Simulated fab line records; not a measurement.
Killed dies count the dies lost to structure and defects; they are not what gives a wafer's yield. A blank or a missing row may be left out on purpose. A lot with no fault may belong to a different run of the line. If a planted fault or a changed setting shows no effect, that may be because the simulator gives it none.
2 desks, one fault -- flow sky130 -- each desk has only its own numbers; what lay behind them comes last

## FROM THE METROLOGY DESK
Lot by lot, what the gauges showed, no matter which tool ran the lot: averages of those sampled wafers that carry a number. Marked OUT: a lot whose mean sits more than 4 standard deviations from the usual mean, which makes it out of limits; the brackets give that distance.
Columns: A = METAL4_OVL at SKY_METAL4_OVL_MEAS_14, usual 1 nm
lot,first seen here,A
L498,day 42 10:45,-1
L500,day 42 19:23,-1
L499,day 42 23:11,2
L501,day 43 03:28,-6
L502,day 43 09:25,9
L503,day 43 12:56,-1
L505,day 44 06:09,1
L506,day 44 15:20,3
L509,day 44 22:37,-2
L518,day 47 11:59,-7
L519,day 47 15:48,3
L520,day 47 21:14,-7
L521,day 47 22:19,10
Finding of this desk: none of the 13 lots has anything out of limits.

## DESK OF THE TOOL OWNER: pvd sputter-03
The tool's own readings at SKY_METAL4_SPUTTER_02 (material AlCu, target thk 735 nm, time 39.1 s): means of the sampled wafers that have a number, for each lot that ran on this tool. Marked OUT: a lot whose mean sits more than 4 standard deviations from the usual mean, which makes it out of limits; the brackets give that distance.
Columns: A = throttle valve pct at SKY_METAL4_SPUTTER_02, usual 29.9 %
lot,first seen here,A
L498,day 40 10:32,28.8
L500,day 40 19:25,28.1
L503,day 41 14:03,29.9
L505,day 42 07:30,30.4
L509,day 43 01:04,31.1
L518,day 45 17:34,28.7
L520,day 46 02:39,29.8
Finding of this desk: none of the 7 lots has anything out of limits.

## TAKEN TOGETHER
At the metrology desk, nothing out of limits was observed.
The desk of the tool owner found nothing out of limits.

## WHAT THE SIMULATOR HAD PUT IN
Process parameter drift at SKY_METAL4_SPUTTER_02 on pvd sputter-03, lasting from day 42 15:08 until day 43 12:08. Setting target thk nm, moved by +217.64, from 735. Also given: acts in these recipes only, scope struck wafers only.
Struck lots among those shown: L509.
